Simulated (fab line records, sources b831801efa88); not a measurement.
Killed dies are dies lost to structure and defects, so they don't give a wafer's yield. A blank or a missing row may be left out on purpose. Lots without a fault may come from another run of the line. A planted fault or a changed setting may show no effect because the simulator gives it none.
Which tool did it? | flow gf180mcu | 11 lots, 33 wafers sampled, at 2 steps of a route of 602

WHAT THE GAUGES READ, wafer by wafer
GF_CONTACT_RS_MEAS_25: measures by four-point-probe.
lot  | measured     | on            | CONTACT_W_RS (ohm/sq)
L394 | day 16 08:45 | film_metro-01 | 0.375 0.384 0.374
L395 | day 16 22:48 | film_metro-04 | 0.394 0.387 0.384
L396 | day 17 11:21 | film_metro-01 | 0.377 0.391 0.383
L402 | day 19 02:37 | film_metro-02 | 0.196 0.196 0.193
L403 | day 19 23:23 | film_metro-04 | 0.191 0.197 0.192
L406 | day 20 19:46 | film_metro-01 | 0.376 0.384 0.377
L408 | day 21 06:51 | film_metro-01 | 0.381 0.385 0.387
L411 | day 22 10:29 | film_metro-01 | 0.377 0.387 0.375
L412 | day 22 14:04 | film_metro-01 | 0.384 0.385 0.384
L413 | day 23 02:37 | film_metro-01 | 0.385 0.385 0.376
L414 | day 23 08:01 | film_metro-04 | 0.382 0.389 0.381

WHICH TOOL RAN EACH LOT (tool, then ch and the chambers of the sampled wafers, then the start)
lot  | GF_CONTACT_CVD_24
L394 | cvd_w-01 ch 0,1, day 16 08:38
L395 | cvd_w-02 ch 0,1, day 16 22:42
L396 | cvd_w-01 ch 0,1, day 17 11:15
L402 | cvd_w-01 ch 0,1, day 19 02:31
L403 | cvd_w-01 ch 0,1, day 19 23:17
L406 | cvd_w-02 ch 0,1, day 20 19:40
L408 | cvd_w-02 ch 0,1, day 21 06:45
L411 | cvd_w-01 ch 0,1, day 22 10:23
L412 | cvd_w-01 ch 0, day 22 13:57
L413 | cvd_w-01 ch 0,1, day 23 02:29
L414 | cvd_w-02 ch 0,1, day 23 07:55
- GF_CONTACT_CVD_24: deposits W, target thk 300 nm, time 90.339 s.

THE ANSWER, worked out from the rows above alone
Rule: what is usual is taken from the lots themselves. Put in order of their means at a reading, lots are off if they are a third of the lots or fewer, leave a main group of 4 or more, and stand apart from it by a gap of 3 or more times the standard deviation of the main group's means; of several such gaps the widest counts. A main group whose means are all the same, to the digits that the tables above print for the reading, isn't used. A lot without any number at a reading at which 4 lots or more have one is off too. The other lots that the step has rows for count as sound.
Off: L402, L403, at GF_CONTACT_RS_MEAS_25 (CONTACT_W_RS). The main group: mean 0.383 ohm/sq, standard deviation 0.0031.
A tool fits if, at a process step before that reading, it ran every lot that is off, and no sound lot after the first of them. The gauges at GF_CONTACT_RS_MEAS_25 are tried like those tools. None of those tried fits.

WHAT THE SIMULATOR HAD PUT IN
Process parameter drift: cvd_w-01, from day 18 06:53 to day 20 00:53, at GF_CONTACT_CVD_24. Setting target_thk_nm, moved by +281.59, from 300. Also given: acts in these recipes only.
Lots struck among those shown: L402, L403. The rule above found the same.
